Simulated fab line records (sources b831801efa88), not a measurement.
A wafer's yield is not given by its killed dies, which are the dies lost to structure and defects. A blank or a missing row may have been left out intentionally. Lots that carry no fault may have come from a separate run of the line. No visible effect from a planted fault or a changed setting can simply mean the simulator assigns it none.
Comparing a struck lot with a sound one / flow sfq_line / 25 out of 325 route steps
Sound: these wafers, L832.1, L832.3, L832.4. Struck: wafer L838.4 (left out: L838.2, L838.3 of the same lot, which were not struck); the cause appears at the end.
Per side, at each step with rows, come the tool, then ch with its chambers, and then its first start. Under that, the readings that differ: sound wafers / struck wafers / difference of the means / sigmas: that difference in standard deviations of wafers without a fault.
alike: a reading whose means differ by less than 2 such deviations, as well as words and numbers matching on both sides. not compared: withheld readings; readings where some wafer has no value; bounds like >300 that might hide an equal value; numbers whose values overlap and for which the record gives no deviation.
The two part at a step that has a row with sigmas, a row that says differs or no value, or rows on one side only. When numbers do not overlap yet have no deviation, they are printed without sigmas and do not part them. Lack of a reading on every wafer of one side parts them only where that side has two or more wafers.

first, 6 steps without rows for these wafers: SFQ_TRILAYER_M7_LITHO_COAT_182 (resist thk 62 nm); SFQ_TRILAYER_M7_LITHO_COAT_177 (resist thk 600 nm); SFQ_TRILAYER_M7_LITHO_SOFTBAKE_181; SFQ_TRILAYER_M7_LITHO_EXPOSE_178 (exposes mask M7, target cd 500 nm); SFQ_TRILAYER_M7_LITHO_PEB_180 (peb time 60 s); SFQ_TRILAYER_M7_LITHO_DEVELOP_179 (time 60 s).
SFQ_M7_OVL_MEAS_945:
  sound on overlay-02, day 69 13:21; struck on overlay-01, day 73 01:14
  alike: M7_OVL
SFQ_TRILAYER_M7_BARC_OPEN_METAL_ETCH_229: etches BARC in O2, target depth 125 nm, time 41.7 s.
  sound on rie_metal-03 ch 0,1, day 69 13:23; struck on rie_metal-03 ch 1, day 73 01:16
  alike: drypump_motor_current_A, oes_product_au, rf_fwd_power_W
  not compared: rf_hours_counter_h
SFQ_TRILAYER_M7_ETCH_METAL_ETCH_180: etches Nb in Cl2/Ar, stops on SiO2, target depth 240 nm, time 120 s.
  sound on rie_metal-03 ch 0,1, day 69 13:26; struck on rie_metal-03 ch 1, day 73 01:20
reading=rf_fwd_power_W (W); sound=598.0 596.3 597.5; struck=591.2; difference=-6.1; sigmas=-3
  alike: drypump_motor_current_A, oes_product_au
  not compared: rf_hours_counter_h
then, 2 steps without rows for these wafers: SFQ_TRILAYER_M7_STRIP_STRIP_181 (strips in O2); SFQ_TRILAYER_M7_STRIP_SOLV_CLEAN_182 (cleans in NMP, time 600 s).
SFQ_TRILAYER_I7_DEP_PECVD_183: deposits SiO2 from SiH4/N2O, time 111.11 s, target thk 500 nm.
  sound on pecvd-01 ch 0,2, day 69 14:20; struck on pecvd-03 ch 2, day 73 02:14
reading=rf_fwd_power_W (W); sound=183.2 183.6 181.8; struck=181.1; difference=-1.8; sigmas=-3
  alike: heater_power_w, throttle_valve_pct
SFQ_TRILAYER_I7_CMP_CMP_184: polishes SiO2.
  sound on cmp-02 ch 0,1,2, day 70 02:54; struck on cmp-01 ch 2, day 73 04:03
reading=model.SiO2_of_TRILAYER_I7_DEP_PECVD_183.thk_nm (nm); sound=200 200.4 200.3; struck=221; difference=+21; sigmas=
  alike: motor_current_A, time_to_endpoint_s
SFQ_I7_BOW_MEAS_946:
  sound on film_metro-02, day 70 05:54; struck on film_metro-02, day 73 06:34
  alike: I7_BOW
SFQ_TRILAYER_I7_METRO_MEASURE_185:
  sound on film_metro-02, day 70 06:01; struck on film_metro-02, day 73 06:52
reading=thk_nm (nm); sound=200.1 200.4 200.4; struck=221.0; difference=+20.7; sigmas=+24
then, 6 steps without rows for these wafers: SFQ_TRILAYER_I7_VIA_LITHO_COAT_192 (resist thk 62 nm); SFQ_TRILAYER_I7_VIA_LITHO_COAT_187 (resist thk 650 nm); SFQ_TRILAYER_I7_VIA_LITHO_SOFTBAKE_191; SFQ_TRILAYER_I7_VIA_LITHO_EXPOSE_188 (exposes mask I7, target cd 1000 nm); SFQ_TRILAYER_I7_VIA_LITHO_PEB_190 (peb time 60 s); SFQ_TRILAYER_I7_VIA_LITHO_DEVELOP_189 (time 60 s).
SFQ_I7_OVL_MEAS_947:
  sound on overlay-02, day 71 03:45; struck on overlay-02, day 73 10:08
  alike: I7_OVL
SFQ_TRILAYER_I7_VIA_BARC_OPEN_VIA_ETCH_260: etches BARC in O2, target depth 125 nm, time 41.7 s.
  sound on rie_diel-03 ch 1,2,3, day 71 03:47; struck on rie_diel-02 ch 0, day 73 10:10
reading=rf_fwd_power_W (W); sound=495.0 492.5 491.6; struck=497.1; difference=+4.1; sigmas=+2
  alike: drypump_motor_current_A, oes_product_au
  not compared: rf_hours_counter_h
SFQ_TRILAYER_I7_VIA_ETCH_VIA_ETCH_190: etches SiO2 in CHF3, stops on Nb, target depth 260 nm.
  sound on rie_diel-03 ch 1,2,3, day 71 03:49; struck on rie_diel-02 ch 0, day 73 10:13
reading=oes_product_au (a.u.); sound=0.860 0.848 0.851; struck=0.898; difference=+0.045; sigmas=+9
reading=model.etch.depth_nm (nm); sound=200 200.4 200.3; struck=221; difference=+21; sigmas=
reading=model.I7.feature_depth_nm (nm); sound=200 200.4 200.3; struck=221; difference=+21; sigmas=
  alike: drypump_motor_current_A, rf_fwd_power_W
SFQ_TRILAYER_I7_VIA_STRIP_STRIP_191: strips in O2.
  sound on rie_metal-01 ch 0,1, day 71 03:56; struck on rie_metal-03 ch 0, day 73 10:19
  alike: drypump_motor_current_A, oes_product_au
  not compared: rf_hours_counter_h

## WHERE THEY PART
First at SFQ_TRILAYER_M7_ETCH_METAL_ETCH_180; last, within this record, at SFQ_TRILAYER_I7_VIA_ETCH_VIA_ETCH_190. Later steps at which nothing parts them and some readings are alike: SFQ_TRILAYER_I7_VIA_STRIP_STRIP_191.

WHY: whatever the simulator had introduced
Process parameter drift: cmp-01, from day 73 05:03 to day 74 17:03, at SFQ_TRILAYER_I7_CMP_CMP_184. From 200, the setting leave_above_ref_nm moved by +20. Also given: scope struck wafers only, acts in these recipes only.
